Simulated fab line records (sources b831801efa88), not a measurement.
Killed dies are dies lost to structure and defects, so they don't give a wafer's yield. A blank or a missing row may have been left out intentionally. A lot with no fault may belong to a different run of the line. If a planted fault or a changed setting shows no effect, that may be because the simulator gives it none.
Check of tool commonality -- flow sky130 -- Lots sampled 11, wafers sampled 33

## WHY IT WAS OPENED
3 of 11 lots carry a flag on the reading SPACER_CVD_00_THK at SKY_SPACER_THK_MEAS_01. No-fault wafers: 43.3 nm, standard deviation 0.38.
Rule: flag the lot when none of its wafers has a number, or when each of its wafers that has one lies beyond 4 standard deviations from that mean. All remaining lots are regarded as sound.

lot,measured,on,"SPACER_CVD_00_THK (nm), wafer by wafer",flag
L567,day 23 10:07,filmMetro-01,43.9 43.7 43.8,
L573,day 25 19:46,filmMetro-04,82.7 83.2 82.6,FLAGGED
L574,day 25 19:47,filmMetro-02,82.2 82.3 81.9,FLAGGED
L575,day 25 22:02,filmMetro-04,82.2 81.9 81.8,FLAGGED
L582,day 28 13:50,filmMetro-01,43.4 43.7 43.7,
L583,day 28 22:19,filmMetro-01,43.5 43.3 43.4,
L585,day 29 12:22,filmMetro-02,43.0 43.3 43.3,
L586,day 29 14:49,filmMetro-04,42.9 42.6 42.9,
L587,day 30 01:28,filmMetro-04,43.4 44.0 43.7,
L588,day 30 11:19,filmMetro-04,43.1 43.9 43.5,
L589,day 31 04:26,filmMetro-01,43.3 43.4 43.5,
Averaged over the flagged lots the numbers come to 82.3 nm, +39.0 nm from the usual (+99 or more standard deviations).

## WHICH TOOL EACH LOT WENT THROUGH
The record holds 1 process step before the reading, out of a route of 708 steps. Every cell lists first the tool, next ch and the chambers used by the sampled wafers, and last the start.
lot,flag,SKY_SPACER_CVD_00
L567,,"lpcvd-02 ch 1, day 23 08:55"
L573,FLAGGED,"lpcvd-02 ch 0, day 25 18:33"
L574,FLAGGED,"lpcvd-02 ch 0, day 25 18:33"
L575,FLAGGED,"lpcvd-02 ch 0, day 25 20:49"
L582,,"lpcvd-02 ch 1, day 28 12:36"
L583,,"lpcvd-02 ch 0, day 28 21:07"
L585,,"lpcvd-02 ch 1, day 29 11:09"
L586,,"lpcvd-02 ch 1, day 29 13:37"
L587,,"lpcvd-02 ch 1, day 30 00:16"
L588,,"lpcvd-02 ch 0, day 30 10:05"
L589,,"lpcvd-02 ch 1, day 31 03:13"
What these steps do:
- SKY_SPACER_CVD_00: deposits Si3N4 from DCS/NH3, target thk 43.1 nm, time 740 s.
- SKY_SPACER_THK_MEAS_01

## FLAGGED OVER TOTAL, TOOL BY TOOL (the gauges that took the reading come last)
step,tool,lots run,flagged,share of the flagged lots,sound lots run after its first flagged lot
SKY_SPACER_CVD_00,lpcvd-02,11,3,all,"7 (L582,L583,L585,L586,L587,L588,L589)"
SKY_SPACER_THK_MEAS_01,filmMetro-01,4,0,none,-
SKY_SPACER_THK_MEAS_01,filmMetro-02,2,1,some,1 (L585)
SKY_SPACER_THK_MEAS_01,filmMetro-04,5,2,some,"3 (L586,L587,L588)"

## WHAT THE TABLE ALLOWS
1 row of the table ran every flagged lot: lpcvd-02 at SKY_SPACER_CVD_00.
- lpcvd-02 at SKY_SPACER_CVD_00 ran 11 lots, 3 of them flagged. Sound lots followed the first flagged one (L582, L583, L585, L586, L587, L588, L589) on it, something a lasting fault affecting the whole tool could not allow.
There is no row in the table that ran each flagged lot and no sound lot after the first.

## WHAT WAS PUT IN BY THE SIMULATOR
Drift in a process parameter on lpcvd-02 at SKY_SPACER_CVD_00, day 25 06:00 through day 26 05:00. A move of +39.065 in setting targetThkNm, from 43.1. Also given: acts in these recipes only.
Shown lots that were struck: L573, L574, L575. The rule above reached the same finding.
